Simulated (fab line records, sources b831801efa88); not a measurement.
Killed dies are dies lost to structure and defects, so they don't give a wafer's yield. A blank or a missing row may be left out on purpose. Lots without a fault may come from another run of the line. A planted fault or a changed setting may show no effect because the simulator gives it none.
fab line records | flow sky130
record lots=6 wafers=18 last_day=49
route steps=708 shown VIA1@473 METAL2@483 PAD_OPEN@708
lots that met no fault: from a run of the same line without faults
start_h: hours from the record's first day to the start of the lot's first wafer shown | wait_h: hours since the lot's step before | " the same as in the row above | L1.1+2: a row that stands for several wafers | - no value, or no start given | * or withheld: withheld | < > ~ a bound
route shown NAME@n: a module of which the file shows steps, and the number in the route of the first | usual: mean/standard deviation of fault-free wafers | same: alike in all rows | chamber/n: place in a boat | sites: the reading at each site | _std_site: their standard deviation | _edge_site: outer sites' mean less inner sites' | radius_mm: how far each site lies from the wafer's centre | mask NAME#n: copy n | behind: the tool/chamber that last shaped the wafer | hold: why the lot was held/for how many hours/how that ended | device: the transistor (n, p or np) that didn't switch | end of line: the same wafers' tests at the end of the route | a step without rows: its recipe alone | killed: dies lost to structure and defects at the first sort, not the wafer's yield | map: a wafer's dies, x killed, . not, _ none there
set.NAME: the setting as run; set.NAME@STEP: as run at that earlier step | model.NAME: the simulator's own value behind a step, which no gauge read
lots at some steps of the route; a table a step, a row a wafer
services: from which hour (start_h, from the record's first day; less than 0 if before it) a tool's chamber was out of use, for how many hours, and why
## steps
# step SKY_VIA1_ETCH_15
# recipe target=SiO2 chemistry=C4F8/O2/Ar target_depth_nm=351 stop_on=TiN mask_material=KrF-thick source_w=1500 bias_w=1200 pressure_mtorr=40 c4f8_flow_sccm=withheld O2_flow_sccm=6 Ar_flow_sccm=300 time_s=54
# usual oes_product_au=0.981/0.0057
# columns lot.wafer tool chamber start_h wait_h oes_product_au rf_hours_counter_h
L632.1 rie_diel-04 3 812.70 0.0 0.966 8
L632.2 " 2 " " 0.982 13
L632.5 " 2 " " 0.985 -
L634.4 rie_diel-02 1 817.21 0.0 0.984 -
L634.5 " 2 " " 0.983 -
L634.6 " 3 " " 0.981 -
L643.2 rie_diel-04 0 887.40 0.0 0.982 11
L643.3 " 1 " " 0.986 8
L643.6 " 0 " " 0.980 -
L644.1 rie_diel-04 0 888.78 0.0 0.983 11
L644.3 " 2 " " 0.980 15
L644.5 " 1 " " 0.983 -
L649.2 rie_diel-02 2 926.50 0.0 0.978 23
L649.3 " 3 " " 0.978 25
L649.4 " 1 " " 0.986 6
L651.1 rie_diel-01 2 940.33 0.0 0.988 4
L651.3 " 1 " " 0.977 10
L651.5 " 3 " " 0.974 -
# step SKY_VIA1_STRIP_16
# recipe chemistry=O2/N2 power_w=1400 pressure_mtorr=1500 platen_temp_c=withheld o2_flow_sccm=3000 n2_flow_sccm=300 overash_fraction=0.5
# usual drypump_motor_current_A=5.96/0.18 oes_product_au=0.415/0.0047 strip_time_to_endpoint_s=4.453/0.023
# columns lot.wafer tool chamber start_h wait_h drypump_motor_current_A oes_product_au rf_hours_counter_h strip_time_to_endpoint_s
L632.1 plasma_asher-01 0 812.74 0.0 5.91 0.416 39 4.417
L632.2 " 1 " " 6.22 0.405 39 4.422
L632.5 " 0 " " 5.92 0.413 - 4.437
L634.4 plasma_asher-01 1 817.27 0.0 6.21 0.412 - 4.468
L634.5 " 1 " " 6.21 0.413 - 4.460
L634.6 " 0 " " 5.90 0.421 - 4.475
L643.2 plasma_asher-01 0 887.44 0.0 5.94 0.415 47 4.462
L643.3 " 1 " " 6.20 0.428 - 4.435
L643.6 " 1 " " 6.21 0.418 - 4.489
L644.1 plasma_asher-04 1 888.83 0.0 6.07 0.412 106 4.447
L644.3 " 1 " " 6.06 0.413 - 4.402
L644.5 " 1 " " 6.10 0.417 - 4.385
L649.2 plasma_asher-01 0 926.54 0.0 5.92 0.410 51 4.467
L649.3 " 0 " " 5.88 0.412 - 4.466
L649.4 " 1 " " 6.21 0.412 - 4.422
L651.1 plasma_asher-04 1 940.38 0.0 6.03 0.409 111 4.431
L651.3 " 0 " " 5.74 0.414 - 4.480
L651.5 " 1 " " 6.02 0.411 - 4.463
# step SKY_VIA1_STRIP_17
# recipe chemistry=post_etch_residue_remover time_s=1200 temp_c=72.5
# step SKY_VIA1_CLEAN_18
# recipe chemistry=IPA time_s=180 temp_c=25
# step SKY_VIA1_CLEAN_19
# recipe chemistry=O3/DIW dry=n2_spin
# step SKY_VIA1_SPUTTER_20
# recipe material=TiN target_thk_nm=20 chamber_pressure_pa=5 power_w=4000 time_s=80
# step SKY_VIA1_CVD_21
# recipe material=W target_thk_nm=270 time_s=80.902 temp_c=400 pressure_torr=40
# usual heater_power_w=924/110
# columns lot.wafer tool chamber start_h wait_h heater_power_w
L632.1 cvd_w-02 0 813.40 0.0 821
L632.2 " 1 " " 1003
L632.5 " 0 " " 843
L634.4 cvd_w-01 0 817.96 0.1 817
L634.5 " 0 " " 802
L634.6 " 1 " " 1017
L643.2 cvd_w-02 0 888.10 0.0 836
L643.3 " 0 " " 833
L643.6 " 1 " " 1045
L644.1 cvd_w-02 1 889.48 0.0 1044
L644.3 " 0 " " 840
L644.5 " 0 " " 840
L649.2 cvd_w-02 1 927.20 0.0 1020
L649.3 " 1 " " 1024
L649.4 " 0 " " 832
L651.1 cvd_w-01 1 941.04 0.0 966
L651.3 " 0 " " 753
L651.5 " 0 " " 761
# step SKY_VIA1_RS_MEAS_22
# recipe thk_meas_gauge=four-point-probe reads=W_of_VIA1_CVD_21+TiN_of_VIA1_SPUTTER_20
# usual VIA1_W_RS=0.422/0.0062
# columns lot.wafer tool chamber start_h wait_h VIA1_W_RS[ohm/sq]
L632.1 film_metro-03 - 813.49 0.1 0.428
L632.2 " - " " 0.426
L632.5 " - " " 0.430
L634.4 film_metro-04 - 818.08 0.1 0.426
L634.5 " - " " 0.422
L634.6 " - " " 0.414
L643.2 film_metro-04 - 888.22 0.1 0.427
L643.3 " - " " 0.424
L643.6 " - " " 0.419
L644.1 film_metro-04 - 889.57 0.1 0.424
L644.3 " - " " 0.425
L644.5 " - " " 0.429
L649.2 film_metro-04 - 927.31 0.1 0.425
L649.3 " - " " 0.425
L649.4 " - " " 0.426
L651.1 film_metro-03 - 941.13 0.1 0.418
L651.3 " - " " 0.420
L651.5 " - " " 0.424
# step SKY_VIA1_THK_MEAS_23
# recipe thk_meas_gauge=xrf reads=W_of_VIA1_CVD_21
# usual VIA1_W_THK=274/4.4
# columns lot.wafer tool chamber start_h wait_h VIA1_W_THK[nm]
L632.1 film_metro-03 - 813.61 0.1 269
L632.2 " - " " 270
L632.5 " - " " 268
L634.4 film_metro-04 - 818.17 0.1 273
L634.5 " - " " 273
L634.6 " - " " 280
L643.2 film_metro-04 - 888.33 0.1 272
L643.3 " - " " 272
L643.6 " - " " 277
L644.1 film_metro-04 - 889.69 0.1 273
L644.3 " - " " 273
L644.5 " - " " 271
L649.2 film_metro-04 - 927.42 0.1 273
L649.3 " - " " 273
L649.4 " - " " 272
L651.1 film_metro-03 - 941.25 0.1 277
L651.3 " - " " 276
L651.5 " - " " 270
# step SKY_VIA1_CMP_24
# recipe stop_on=SiO2 t_overpolish_s=15 down_force_psi=3.5 platen_rpm=60 target_thk_nm=0 pad_velocity_m_s=0.94248
# step SKY_METAL2_SPUTTER_00
# recipe material=Ti target_thk_nm=15 power_w=3000 time_s=10 chamber_pressure_pa=0.4
# step SKY_METAL2_SPUTTER_01
# recipe material=TiN target_thk_nm=20 power_w=6500 time_s=16.7 chamber_pressure_pa=0.4
# step SKY_METAL2_SPUTTER_02
# recipe material=AlCu target_thk_nm=250 power_w=10600 time_s=13.3 chamber_pressure_pa=0.4
# usual cathode_dc_power_W=10600/2.1 throttle_valve_pct=29.9/0.94
# columns lot.wafer tool chamber start_h wait_h cathode_dc_power_W throttle_valve_pct model.AlCu_of_METAL2_SPUTTER_02.thk_nm
L632.1 pvd_sputter-03 - 814.02 0.0 10599 29.6 255.8
L632.2 " - " " 10602 29.3 252.3
L632.5 " - " " 10598 29.4 257.5
L634.4 pvd_sputter-01 - 818.56 0.0 10597 31.2 248.3
L634.5 " - " " 10596 29.0 249.1
L634.6 " - " " 10600 29.4 249.1
L643.2 pvd_sputter-03 - 888.72 0.0 10599 29.1 187.2
L643.3 " - " " 10599 29.1 189.7
L643.6 " - " " 10601 29.8 251.1
L644.1 pvd_sputter-03 - 890.53 0.0 10604 29.4 251.8
L644.3 " - " " 10598 29.3 189.4
L644.5 " - " " 10603 29.7 253.4
L649.2 pvd_sputter-01 - 927.82 0.0 10602 28.6 253.4
L649.3 " - " " 10599 29.7 253.6
L649.4 " - " " 10601 30.8 253.3
L651.1 pvd_sputter-02 - 941.67 0.0 10600 30.0 245.5
L651.3 " - " " 10601 28.0 248
L651.5 " - " " 10602 30.1 245.6
# step SKY_METAL2_SPUTTER_03
# recipe material=Ti target_thk_nm=5 power_w=3000 time_s=3.3 chamber_pressure_pa=0.4
# step SKY_METAL2_SPUTTER_04
# recipe material=TiN target_thk_nm=70 power_w=6500 time_s=58.3 chamber_pressure_pa=0.4
# step SKY_METAL2_RS_MEAS_05
# recipe thk_meas_gauge=four-point-probe reads=TiN_of_METAL2_SPUTTER_04+Ti_of_METAL2_SPUTTER_03+AlCu_of_METAL2_SPUTTER_02+TiN_of_METAL2_SPUTTER_01+Ti_of_METAL2_SPUTTER_00
# usual METAL2_ALCU_RS=0.1258/0.0014
# columns lot.wafer tool chamber start_h wait_h METAL2_ALCU_RS[ohm/sq]
L632.1 film_metro-02 - 814.11 0.0 0.1234
L632.2 " - " " 0.1257
L632.5 " - " " 0.1228
L634.4 film_metro-03 - 818.70 0.1 0.1276
L634.5 " - " " 0.1272
L634.6 " - " " 0.1269
L643.2 film_metro-02 - 888.84 0.0 0.1710
L643.3 " - " " 0.1688
L643.6 " - " " 0.1261
L644.1 film_metro-01 - 890.62 0.0 0.1259
L644.3 " - " " 0.1689
L644.5 " - " " 0.1246
L649.2 film_metro-03 - 927.93 0.0 0.1248
L649.3 " - " " 0.1249
L649.4 " - " " 0.1249
L651.1 film_metro-01 - 941.76 0.0 0.1290
L651.3 " - " " 0.1273
L651.5 " - " " 0.1289
# step SKY_METAL2_THK_MEAS_06
# recipe thk_meas_gauge=xrf reads=AlCu_of_METAL2_SPUTTER_02
# usual METAL2_ALCU_THK=251.9/2.9
# columns lot.wafer tool chamber start_h wait_h METAL2_ALCU_THK[nm]
L632.1 film_metro-02 - 814.23 0.1 254.3
L632.2 " - " " 252.1
L632.5 " - " " 257.0
L634.4 film_metro-03 - 818.79 0.1 246.7
L634.5 " - " " 249.0
L634.6 " - " " 248.5
L643.2 film_metro-02 - 888.95 0.1 187.7
L643.3 " - " " 189.7
L643.6 " - " " 249.7
L644.1 film_metro-01 - 890.74 0.1 254.6
L644.3 " - " " 189.2
L644.5 " - " " 253.3
L649.2 film_metro-03 - 928.04 0.1 256.1
L649.3 " - " " 254.9
L649.4 " - " " 252.4
L651.1 film_metro-01 - 941.88 0.1 245.3
L651.3 " - " " 248.7
L651.5 " - " " 246.7
# step SKY_METAL2_DEHYDRATE_07
# recipe temp_c=200 time_s=60
# step SKY_METAL2_HMDS_08
# recipe prime_time_s=60 prime_temp_c=120
# step SKY_METAL2_COAT_09
# recipe resist=BARC temp_c=withheld time_s=withheld spin_rpm=3000 resist_thk_nm=60
# step SKY_METAL2_COAT_10
# recipe resist=KrF-thick spin_rpm=3000 resist_thk_nm=450
# step SKY_METAL2_SOFTBAKE_11
# recipe temp_c=100 time_s=90 resist=KrF-thick
# step SKY_METAL2_EXPOSE_12
# recipe mask_id=MM2 na=0.8 source_shape=annular sigma_inner=0.55 sigma_outer=0.85 target_cd_nm=140 dose_mj=28
# step SKY_METAL2_PEB_13
# recipe peb_temp_c=withheld peb_time_s=withheld resist=KrF-thick
# step SKY_METAL2_DEVELOP_14
# recipe develop_time_s=60 resist=KrF-thick dev_temp_c=21
# step SKY_METAL2_CD_MEAS_15
# recipe target_cd_nm=140
# usual cd_nm=138.9/1.6
# columns lot.wafer tool chamber start_h wait_h cd_nm
L632.1 cd_sem-01 - 839.85 - 137.3
L632.2 " - " " 138.3
L632.5 " - " " 137.8
L634.4 cd_sem-01 - 844.32 - 140.4
L634.5 " - " " 141.8
L634.6 " - " " 140.9
L643.2 cd_sem-01 - 913.30 - 138.5
L643.3 " - " " 138.1
L643.6 " - " " 139.3
L644.1 cd_sem-02 - 915.90 - 140.2
L644.3 " - " " 138.2
L644.5 " - " " 139.9
L649.2 cd_sem-02 - 952.51 - 136.8
L649.3 " - " " 137.4
L649.4 " - " " 136.3
L651.1 cd_sem-01 - 965.61 - 137.6
L651.3 " - " " 136.9
L651.5 " - " " 138.9
# step SKY_METAL2_OVL_MEAS_16
# usual METAL2_OVL=0/6.7
# columns lot.wafer tool chamber start_h wait_h METAL2_OVL[nm]
L632.1 overlay-02 - 839.97 0.1 3
L632.2 " - " " 15
L632.5 " - " " -3
L634.4 overlay-02 - 844.40 0.1 9
L634.5 " - " " -3
L634.6 " - " " 2
L643.2 overlay-02 - 913.41 0.1 -3
L643.3 " - " " 2
L643.6 " - " " 0
L644.1 overlay-01 - 916.02 0.1 -4
L644.3 " - " " -9
L644.5 " - " " -1
L649.2 overlay-02 - 952.61 0.1 4
L649.3 " - " " 9
L649.4 " - " " 11
L651.1 overlay-01 - 965.73 0.1 -7
L651.3 " - " " -3
L651.5 " - " " -3
# step SKY_METAL2_DESCUM_17
# recipe chemistry=O2 source_power_w=150 bias_power_w=0 pressure_mtorr=10 temp_c=40 time_s=8
# usual drypump_motor_current_A=5.6/0.6 oes_product_au=1.001/0.011
# columns lot.wafer tool chamber start_h wait_h drypump_motor_current_A oes_product_au rf_hours_counter_h
L632.1 rie_metal-04 1 840.00 0.0 5.0 1.002 18
L632.2 " 0 " " 6.3 0.999 11
L632.5 " 1 " " 5.0 1.002 -
L634.4 rie_metal-03 0 844.43 0.0 6.1 0.983 -
L634.5 " 0 " " 6.1 0.993 -
L634.6 " 1 " " 5.8 0.978 -
L643.2 rie_metal-04 0 913.45 0.0 6.3 1.009 -
L643.3 " 0 " " 6.3 1.017 -
L643.6 " 0 " " 6.3 1.012 -
L644.1 rie_metal-01 1 916.05 0.0 5.0 0.991 18
L644.3 " 0 " " 4.7 1.004 -
L644.5 " 1 " " 5.1 1.010 -
L649.2 rie_metal-03 0 952.64 0.0 6.1 0.992 15
L649.3 " 0 " " 6.1 0.994 -
L649.4 " 1 " " 5.8 1.003 -
L651.1 rie_metal-01 0 965.77 0.0 4.7 1.005 19
L651.3 " 1 " " 5.0 1.013 -
L651.5 " 1 " " 5.0 0.996 -
# step SKY_METAL2_ETCH_18
# recipe chemistry=N2/H2 target=BARC ion_energy_ev=200 bias_w=100 pressure_mtorr=30 n2_flow_sccm=100 h2_flow_sccm=200 icp_w=500 stop_on=SiO2 time_s=45.9 target_depth_a=600
# step SKY_METAL2_METAL_ETCH_19
# recipe target_depth_a=3600 stop_on=SiO2 over_etch_frac=0.3 time_s=78 chemistry=Cl2/BCl3 resist_sidewall_deg=88 pressure_mtorr=10 icp_w=900 bias_w=48.5 Cl2_flow_sccm=60 bcl3_flow_sccm=30
# usual drypump_motor_current_A=5.6/0.6 oes_product_au=0.857/0.0056 throttle_valve_pct=22.264/0.0086
# columns lot.wafer tool chamber start_h wait_h drypump_motor_current_A oes_product_au rf_hours_counter_h throttle_valve_pct
L632.1 rie_metal-04 1 840.10 0.0 5.1 0.862 18 22.274
L632.2 " 0 " " 6.3 0.857 11 22.285
L632.5 " 1 " " 5.0 0.844 - 22.260
L634.4 rie_metal-03 0 844.54 0.1 6.1 0.850 - 22.256
L634.5 " 0 " " 6.1 0.853 - 22.275
L634.6 " 1 " " 5.8 0.857 - 22.264
L643.2 rie_metal-04 0 913.66 0.1 6.3 0.801 - 22.262
L643.3 " 0 " " 6.3 0.798 - 22.271
L643.6 " 0 " " 6.3 0.860 - 22.244
L644.1 rie_metal-01 1 916.15 0.0 5.1 0.855 18 22.271
L644.3 " 0 " " 4.8 0.802 - 22.244
L644.5 " 1 " " 5.1 0.863 - 22.259
L649.2 rie_metal-03 0 952.74 0.0 6.1 0.852 15 22.280
L649.3 " 0 " " 6.1 0.871 - 22.269
L649.4 " 1 " " 5.8 0.858 - 22.261
L651.1 rie_metal-01 0 965.86 0.0 4.7 0.854 19 22.264
L651.3 " 1 " " 5.0 0.851 - 22.264
L651.5 " 1 " " 5.0 0.854 - 22.266
# step SKY_METAL2_STRIP_20
# recipe chemistry=O2/N2 power_w=1400 pressure_mtorr=1500 platen_temp_c=withheld o2_flow_sccm=3000 n2_flow_sccm=300 overash_fraction=0.5
# usual drypump_motor_current_A=5.83/0.21 oes_product_au=0.343/0.0045 strip_time_to_endpoint_s=2.69/0.051
# columns lot.wafer tool chamber start_h wait_h drypump_motor_current_A oes_product_au rf_hours_counter_h strip_time_to_endpoint_s
L632.1 plasma_asher-04 1 840.19 0.1 6.02 0.343 102 2.72
L632.2 " 0 " " 5.75 0.346 102 2.63
L632.5 " 1 " " 6.03 0.341 - 2.70
L634.4 plasma_asher-03 0 844.63 0.1 6.06 0.348 - 2.75
L634.5 " 0 " " 6.07 0.349 - 2.74
L634.6 " 1 " " 5.32 0.351 - 2.76
L643.2 plasma_asher-04 0 913.81 0.1 5.77 0.346 109 2.66
L643.3 " 1 " " 6.09 0.346 - 2.63
L643.6 " 0 " " 5.77 0.336 - 2.64
L644.1 plasma_asher-02 0 916.24 0.1 5.85 0.342 79 2.72
L644.3 " 0 " " 5.82 0.341 - 2.73
L644.5 " 0 " " 5.84 0.345 - 2.68
L649.2 plasma_asher-04 0 952.83 0.1 5.74 0.346 112 2.71
L649.3 " 1 " " 6.03 0.349 - 2.74
L649.4 " 0 " " 5.77 0.344 - 2.73
L651.1 plasma_asher-02 1 965.95 0.1 5.77 0.342 84 2.71
L651.3 " 1 " " 5.78 0.347 - 2.70
L651.5 " 1 " " 5.75 0.342 - 2.72
# step SKY_PAD_OPEN_PROBE_99
# usual defect_limited_yield=82.3/2 killed_at_M0_to_M3=43/7.3 killed_at_M4_up=3.1/1.7 killed_at_contacts=25/5.3 killed_at_front_end=15/4.3 killed_at_other=0.2/0.54 killed_dies=87/10 killed_open=48/7.6 killed_short=38/6.1 sort_bin_3_pad_short=0.9/0.42 sort_bin_5_function=10.5/1.5 sort_bin_6_memory=6.3/1.2 sort_n_pass=405/10 sort_yield_pct=82.3/2
# same gross_dies=492 killed_at_back_side=0 sort_bin_4_leakage[%]=0 sort_bin_8_speed[%]=0
# columns lot.wafer tool chamber start_h wait_h defect_limited_yield[%] killed_at_M0_to_M3 killed_at_M4_up killed_at_contacts killed_at_front_end killed_at_other killed_dies killed_open killed_short sort_bin_3_pad_short[%] sort_bin_5_function[%] sort_bin_6_memory[%] sort_n_pass sort_yield_pct[%] model.etest.met2.line_ohm_um model.etest.met2.rs_ohm_sq
L643.2 prober-02 - 1150.12 0.1 83.9 38 2 22 17 0 79 45 32 0.6 10.2 5.3 413 83.9 1.288 0.1744
L643.3 prober-02 - 1150.17 0.2 82.5 48 3 18 16 1 86 52 34 1.2 8.9 7.3 406 82.5 1.285 0.1722
L643.6 prober-02 - 1150.32 0.2 80.7 51 2 27 15 0 95 63 32 0.6 10.0 8.7 397 80.7 0.9559 0.1273
L644.1 prober-01 - 1151.84 0.1 84.1 40 1 20 16 1 78 44 33 0.8 9.1 5.9 414 84.1 0.9352 0.1293
L644.3 prober-01 - 1151.94 0.2 82.7 39 4 25 17 0 85 49 36 0.8 10.8 5.7 407 82.7 1.247 0.1721
L644.5 prober-01 - 1152.04 0.2 79.1 49 7 27 20 0 103 54 49 1.0 11.6 8.3 389 79.1 0.9195 0.1263
L649.2 prober-02 - 1177.68 0.1 81.9 45 5 28 10 1 89 45 44 0.4 10.2 7.5 403 81.9 0.9162 0.126
L649.3 prober-02 - 1177.73 0.2 81.1 45 3 24 20 1 93 50 43 0.6 11.4 6.9 399 81.1 0.9123 0.1262
L649.4 prober-02 - 1177.78 0.2 82.3 41 4 27 14 1 87 47 40 0.8 10.6 6.3 405 82.3 0.9379 0.1263
# killed by level:class
L643.2 VIA1:geometric_particle:open=8 POLY_GATE:geometric_particle:short=7 LI_CONTACT:geometric_particle:open=7 VIA3:geometric_particle:open=6 CONTACT:geometric_particle:open=6 CONTACT:geometric_particle:short=6 VIA2:geometric_particle:open=6 METAL2:geometric_particle:short=4
L643.3 VIA1:geometric_particle:open=13 METAL2:geometric_particle:short=8 CONTACT:geometric_particle:open=7 POLY_GATE:geometric_particle:open=6 VIA3:geometric_particle:open=6 FIELD_ISO:geometric_particle:short=5 METAL2:geometric_particle:open=5 LI_CONTACT:geometric_particle:open=4
L643.6 VIA1:geometric_particle:open=15 CONTACT:geometric_particle:open=11 LI_CONTACT:geometric_particle:open=9 VIA3:geometric_particle:open=8 VIA2:geometric_particle:open=6 VIA1:geometric_particle:short=5 POLY_GATE:geometric_particle:short=4 POLY_GATE:geometric_particle:open=4
L644.1 CONTACT:geometric_particle:open=8 VIA1:geometric_particle:open=8 CONTACT:geometric_particle:short=6 VIA2:geometric_particle:open=6 FIELD_ISO:geometric_particle:open=5 VIA1:geometric_particle:short=5 METAL2:geometric_particle:short=5 VIA3:geometric_particle:open=5
L644.3 VIA2:geometric_particle:open=9 CONTACT:geometric_particle:open=9 LI_CONTACT:geometric_particle:open=8 VIA1:geometric_particle:open=7 POLY_GATE:geometric_particle:open=6 CONTACT:geometric_particle:short=6 VIA2:geometric_particle:short=5 POLY_GATE:geometric_particle:short=4
L644.5 LI_CONTACT:geometric_particle:open=10 VIA1:geometric_particle:open=10 VIA2:geometric_particle:open=10 VIA3:geometric_particle:open=7 CONTACT:geometric_particle:open=6 CONTACT:geometric_particle:short=6 METAL1:geometric_particle:short=6 METAL4:geometric_particle:short=6
L649.2 VIA1:geometric_particle:open=10 CONTACT:geometric_particle:open=9 LI_CONTACT:geometric_particle:open=8 VIA1:geometric_particle:short=8 VIA2:geometric_particle:open=6 METAL4:geometric_particle:short=5 METAL2:geometric_particle:short=5 VIA3:geometric_particle:open=5
L649.3 VIA2:geometric_particle:open=9 VIA1:geometric_particle:open=7 CONTACT:geometric_particle:open=7 FIELD_ISO:geometric_particle:short=6 FIELD_ISO:geometric_particle:open=5 VIA3:geometric_particle:open=5 CONTACT:geometric_particle:short=5 METAL2:geometric_particle:open=5
L649.4 VIA1:geometric_particle:open=11 LI_CONTACT:geometric_particle:open=9 LOCAL_INTERCONNECT:geometric_particle:short=6 CONTACT:geometric_particle:open=6 VIA1:geometric_particle:short=6 VIA3:geometric_particle:open=6 FIELD_ISO:geometric_particle:short=4 POLY_GATE:geometric_particle:open=4
## services
# columns tool chamber start_h hours kind
rie_diel-02 0 792.55 128.1 repair
rie_diel-01 - 827.18 2.8 pm
plasma_asher-03 - 829.64 5.9 repair
plasma_asher-01 - 834.80 2.2 repair
rie_diel-04 - 843.61 1.6 repair
plasma_asher-02 - 851.03 0.5 repair
rie_metal-04 0 858.71 23.8 repair
plasma_asher-04 - 860.28 6.9 repair
plasma_asher-02 - 861.75 1.2 repair
rie_diel-04 2 867.99 9.0 repair
pvd_sputter-03 - 869.83 7.2 repair
rie_diel-04 1 873.05 6.6 repair
rie_diel-02 2 875.45 4.0 repair
cvd_w-02 - 880.81 1.6 repair
rie_diel-04 2 884.98 3.1 repair
cvd_w-01 - 888.48 6.0 pm
rie_metal-03 0 903.81 3.6 repair
cvd_w-01 - 904.00 14.0 pm
rie_metal-04 - 916.82 2.8 pm
cvd_w-02 - 918.58 2.8 pm
rie_metal-03 - 927.00 4.3 pm
rie_diel-02 - 939.32 2.8 pm
rie_diel-02 3 958.98 3.9 repair
pvd_sputter-03 - 960.10 5.2 repair
## key
first_sign step=SKY_METAL2_RS_MEAS_05 reading=METAL2_ALCU_RS direction=up sigmas=32 usual=0.1258 struck=0.1696
effect step=SKY_METAL2_THK_MEAS_06 reading=METAL2_ALCU_THK direction=down sigmas=22 usual=251.9 struck=188.9
effect step=SKY_METAL2_METAL_ETCH_19 reading=oes_product_au direction=down sigmas=10 usual=0.857 struck=0.800
model_effect step=SKY_METAL2_SPUTTER_02 value=AlCu_of_METAL2_SPUTTER_02.thk_nm without=250.6 struck=188.8
model_effect step=SKY_PAD_OPEN_PROBE_99 value=etest.met2.line_ohm_um without=0.9486 struck=1.273
met_at SKY_METAL2_SPUTTER_02
struck_wafers L643.2,L643.3,L644.3
onset_between 814.02 888.72
fault kind=process_parameter_drift tool=pvd_sputter-03 chamber=- onset_h=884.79 steps=SKY_METAL2_SPUTTER_02 channel=target_thk_nm offset=-61.752 shape=step end_h=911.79 scope=struck_wafers_only acts_in=these_recipes_only stated=250
